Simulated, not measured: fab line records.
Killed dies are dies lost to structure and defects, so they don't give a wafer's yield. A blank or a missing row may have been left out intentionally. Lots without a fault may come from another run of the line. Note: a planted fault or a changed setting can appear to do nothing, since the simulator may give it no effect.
One fault seen from 2 desks | flow sky130 | each desk has only its own numbers; what lay behind them comes last

## TOOL OWNER'S DESK, iline-stepper-02
The tool's own readings at SKY_VT_ADJUST_LVTN_EXPOSE_04 (exposes mask NWM COMPLEMENT LESS NATIVE, target cd 840 nm): means of the sampled wafers that have a number, for each lot that ran on this tool. The brackets show how far a lot's mean lies from the usual mean; more than 4 standard deviations puts the lot out of limits, marked OUT.
Columns: A = exposure-dose-mJ-cm2 at SKY_VT_ADJUST_LVTN_EXPOSE_04, usual 194.02; B = focus-offset-nm at SKY_VT_ADJUST_LVTN_EXPOSE_04, usual 0.0 nm
lot  | first seen here | A      | B
L455 | day 7 04:08     | 194.04 | -0.1
L456 | day 7 05:55     | 194.11 | 1.2
L457 | day 7 16:58     | 193.82 | 0.0
L458 | day 8 01:02     | 193.84 | 0.4
L460 | day 8 10:02     | 194.11 | -0.4
L463 | day 9 01:59     | 194.04 | -0.5
L475 | day 12 13:57    | 193.98 | -0.7
L476 | day 12 16:08    | 194.25 | -0.1
This desk's verdict: no lot among the 8 shows anything out of limits.

## AT THE METROLOGY DESK
Means of the sampled wafers that have a number, per lot and without regard to the tool the lot ran on: this is what the gauges read. The brackets show how far a lot's mean lies from the usual mean; more than 4 standard deviations puts the lot out of limits, marked OUT.
Columns: A = METAL2_ALCU_RS at SKY_METAL2_RS_MEAS_05, usual 0.1266 ohm/sq; B = METAL2_ALCU_THK at SKY_METAL2_THK_MEAS_06, usual 249.4 nm
lot  | first seen here | A      | B
L454 | day 34 10:39    | 0.1261 | 249.8
L455 | day 34 19:05    | 0.1244 | 253.9
L456 | day 35 00:29    | 0.1256 | 250.3
L457 | day 35 13:17    | 0.1274 | 247.5
L458 | day 36 06:55    | 0.1269 | 247.0
L460 | day 36 16:40    | 0.1261 | 251.4
L461 | day 37 02:38    | 0.1287 | 244.7
L464 | day 37 15:19    | 0.1261 | 251.8
L463 | day 37 15:55    | 0.1289 | 244.5
L466 | day 38 15:55    | 0.1270 | 248.2
L473 | day 40 17:46    | 0.1251 | 251.2
L474 | day 40 20:41    | 0.1248 | 255.2
L476 | day 40 22:59    | 0.1274 | 247.4
L475 | day 41 02:10    | 0.1266 | 252.3
This desk's verdict: no lot among the 14 shows anything out of limits.

## BROUGHT TOGETHER
Nothing out of limits was seen by the tool owner's desk.
The metrology desk saw nothing out of limits.

## WHAT HAD BEEN PUT IN BY THE SIMULATOR
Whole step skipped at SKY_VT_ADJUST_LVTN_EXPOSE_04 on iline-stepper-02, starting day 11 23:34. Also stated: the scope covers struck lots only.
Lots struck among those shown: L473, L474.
